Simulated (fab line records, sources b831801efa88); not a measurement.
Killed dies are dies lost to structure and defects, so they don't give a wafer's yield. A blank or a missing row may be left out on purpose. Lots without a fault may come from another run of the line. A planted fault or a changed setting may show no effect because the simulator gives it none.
Split-lot experiment | flow sfq_line | 5 lots, 27 wafers read, on a route of 325 steps

THE SPLIT
At SFQ_TRILAYER_M7_ETCH_METAL_ETCH_180 (etches Nb in Cl2/Ar, stops on SiO2, target depth 240 nm, time 120 s), the setting time_s was moved away from the recipe's 120 s on 9 of the 27 wafers read, by -50.8% to +45.9%. The other wafers ran this setting at the recipe's value.

The reading is taken at the split's own step.

THE READING
KrF_of_TRILAYER_M7_LITHO_COAT_177.thk_nm (the simulator's own value, which no gauge read), in nm, at SFQ_TRILAYER_M7_ETCH_METAL_ETCH_180 (etches Nb in Cl2/Ar, stops on SiO2, target depth 240 nm, time 120 s). The file gives no usual value for it. The 18 wafers here that ran the recipe average 380.6 nm, standard deviation 2.7 nm.

wafer  | tool, chamber at the split | time_s as run, s | against the recipe | KrF_of_TRILAYER_M7_LITHO_COAT_177.thk_nm, nm | against lot-mates on the recipe
L074.1 | rie_metal-04, 0            | 120              | recipe             | 380.2                                        | -
L074.2 | rie_metal-04, 1            | 175.1            | +45.9%             | 307.1                                        | -71.8
L074.3 | rie_metal-04, 1            | 175.1            | +45.9%             | 308.3                                        | -70.6
L074.4 | rie_metal-04, 0            | 120              | recipe             | 381.8                                        | -
L074.5 | rie_metal-04, 0            | 175.1            | +45.9%             | 319.1                                        | -59.8
L074.6 | rie_metal-04, 1            | 120              | recipe             | 374.8                                        | -
L078.1 | rie_metal-02, 1            | 120              | recipe             | 380                                          | -
L078.2 | rie_metal-02, 0            | 120              | recipe             | 379.4                                        | -
L078.3 | rie_metal-02, 1            | 120              | recipe             | 382.2                                        | -
L078.4 | rie_metal-02, 0            | 120              | recipe             | 382.4                                        | -
L078.5 | rie_metal-02, 1            | 120              | recipe             | 379                                          | -
L078.6 | rie_metal-02, 0            | 120              | recipe             | 379.8                                        | -
L079.1 | rie_metal-03, 0            | 120              | recipe             | 386.9                                        | -
L079.2 | rie_metal-03, 1            | 120              | recipe             | 380.8                                        | -
L079.3 | rie_metal-03, 1            | 120              | recipe             | 380.9                                        | -
L079.4 | rie_metal-03, 0            | 97.35            | -18.9%             | 411                                          | +28.1
L079.5 | rie_metal-03, 0            | 97.35            | -18.9%             | 411.7                                        | +28.8
L079.6 | rie_metal-03, 1            | 97.35            | -18.9%             | 408.5                                        | +25.6
L082.2 | rie_metal-04, 0            | 120              | recipe             | 380.2                                        | -
L082.3 | rie_metal-04, 0            | 120              | recipe             | 380.3                                        | -
L082.5 | rie_metal-04, 1            | 120              | recipe             | 375.3                                        | -
L085.1 | rie_metal-02, 1            | 59.05            | -50.8%             | 453.3                                        | +71.1
L085.2 | rie_metal-02, 0            | 120              | recipe             | 379.9                                        | -
L085.3 | rie_metal-02, 1            | 120              | recipe             | 382.1                                        | -
L085.4 | rie_metal-02, 0            | 59.05            | -50.8%             | 451.2                                        | +69.0
L085.5 | rie_metal-02, 1            | 59.05            | -50.8%             | 453.3                                        | +71.1
L085.6 | rie_metal-02, 0            | 120              | recipe             | 384.6                                        | -

THE FIT
A straight line over all 27 wafers: KrF_of_TRILAYER_M7_LITHO_COAT_177.thk_nm changes by -1.47 nm for each +1% of time_s; r = -1.00; the points scatter about the line by 3.3 nm.
The same after taking each lot's own level away (the mean of its wafers on the recipe; 27 wafers): -1.43 nm for each +1%; r = -1.00; scatter 2.9 nm.
On that fit, the largest move of time_s shifts the reading by 73 nm.
The lots' own levels span 378.60 to 382.87 nm, that is 1.6 times the standard deviation above.
So the lot-to-lot level changes the slope little: the two slopes agree.
Check: with one of the wafers moved furthest among these (-50.8%) left out of the fit, the line predicts +72.4 nm for it against its lot-mates. It came out at +71.1 nm against them.
Tool readings at the split's step, against how far the setting was moved: oes_product_au r = -0.85.

THE WHOLE CHAIN: every reading that the file lists as answering this split, in the file's order
step                                | what it does                                                        | reading                                                                                   | change (the file's fit)                                                              | r (the file's)
SFQ_TRILAYER_M7_ETCH_METAL_ETCH_180 | etches Nb in Cl2/Ar, stops on SiO2, target depth 240 nm, time 120 s | oes_product_au                                                                            | not straight: 1.003 at the lowest setting, 0.870 at the recipe, 0.838 at the highest | not given
SFQ_TRILAYER_M7_ETCH_METAL_ETCH_180 | etches Nb in Cl2/Ar, stops on SiO2, target depth 240 nm, time 120 s | M7.feature_depth_nm (the simulator's own value, which no gauge read)                      | not straight: 118.6 at the lowest setting, 190.1 at the recipe, 200.8 at the highest | not given
SFQ_TRILAYER_M7_ETCH_METAL_ETCH_180 | etches Nb in Cl2/Ar, stops on SiO2, target depth 240 nm, time 120 s | KrF_of_TRILAYER_M7_LITHO_COAT_177.thk_nm (the simulator's own value, which no gauge read) | -1.43 nm for each +1% of the setting                                                 | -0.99

THE FILE'S OWN FIT
KrF_of_TRILAYER_M7_LITHO_COAT_177.thk_nm changes by -1.43 nm for each +1% of time_s, r = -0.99.
